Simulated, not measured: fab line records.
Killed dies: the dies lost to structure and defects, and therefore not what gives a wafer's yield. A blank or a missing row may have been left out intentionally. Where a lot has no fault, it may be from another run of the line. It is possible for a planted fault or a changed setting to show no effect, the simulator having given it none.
Comparing a struck lot with a sound one + flow sky130 + 15 out of 708 route steps
Sound: wafers L846.2, L846.3, L846.4. Struck: wafers L852.3, L852.5, L852.6. The cause comes at the end.
At each step with rows: each side's tool, then ch and its chambers, then its first start. Under that, the readings that differ: sound wafers + struck wafers + difference of the means + sigmas: that difference in standard deviations of wafers without a fault.
alike: words and numbers the same on both sides, and readings whose means are apart by under 2 such deviations; not compared: readings that were withheld, readings missing a value for some wafer, numbers with overlapping values and no deviation given by the record, and bounds like >300 which may hide the same value.
A row with sigmas, a row that says differs or no value, or rows on one side alone: a step with any of these is where the two part. Non-overlapping numbers with no deviation appear without sigmas and do not part them. Lack of a reading on every wafer of one side parts them only where that side has two or more wafers.

SKY_LDD_HVP_TW_MEAS_10:
  sound on film-metro-03, day 24 14:35; struck on film-metro-01, day 26 21:11
  alike: LDD_HVP_TW
then, 7 steps without rows for these wafers: SKY_LDD_LDN_DEHYDRATE_00 (time 60 s); SKY_LDD_LDN_HMDS_01 (prime time 60 s); SKY_LDD_LDN_COAT_02 (resist thk 1140 nm); SKY_LDD_LDN_SOFTBAKE_03 (time 57.86 s); SKY_LDD_LDN_EXPOSE_04 (exposes mask LDNTM, target cd 700 nm); SKY_LDD_LDN_PEB_05; SKY_LDD_LDN_DEVELOP_06 (develop time 60 s).
SKY_LDD_LDN_OVL_MEAS_07:
  sound on overlay-01, day 25 19:08; struck on overlay-02, day 28 01:39
  alike: LDD_LDN_OVL
then, 3 steps without rows for these wafers: SKY_LDD_LDN_IMPLANT_08; SKY_LDD_LDN_IMPLANT_09; SKY_LDD_LDN_IMPLANT_10.
SKY_LDD_LDN_IMPLANT_11:
  sound on implanter-03 ch 0, day 25 19:39; struck on implanter-03, day 28 02:10
  no value came back on the struck wafers for beam-energy-keV, beam-on-s (s), faraday-current-uA; on the sound wafers beam-energy-keV reads 15.003 15.000 14.992
SKY_LDD_LDN_STRIP_12: strips in O2/N2.
  sound on plasma-asher-03 ch 0,1, day 25 19:46; struck on plasma-asher-01 ch 0,1, day 28 02:19
| reading                      | sound             | struck            | difference | sigmas |
|------------------------------|-------------------|-------------------|------------|--------|
| strip-time-to-endpoint-s (s) | 14.22 14.27 14.19 | 14.13 14.10 14.15 | -0.10      | -2     |
  alike: drypump-motor-current-A, oes-product-au
  not compared: rf-hours-counter-h
SKY_LDD_LDN_TW_MEAS_13:
  sound on film-metro-02, day 25 19:53; struck on film-metro-03, day 28 02:37
| reading    | sound          | struck         | difference | sigmas |
|------------|----------------|----------------|------------|--------|
| LDD_LDN_TW | 1468 1460 1459 | 1371 1371 1369 | -92        | -8     |
  not compared: hold

## WHERE THEY PART
Last at SKY_LDD_LDN_TW_MEAS_13 as far as this record goes, first at SKY_LDD_LDN_IMPLANT_11.

WHY: the cause the simulator had injected
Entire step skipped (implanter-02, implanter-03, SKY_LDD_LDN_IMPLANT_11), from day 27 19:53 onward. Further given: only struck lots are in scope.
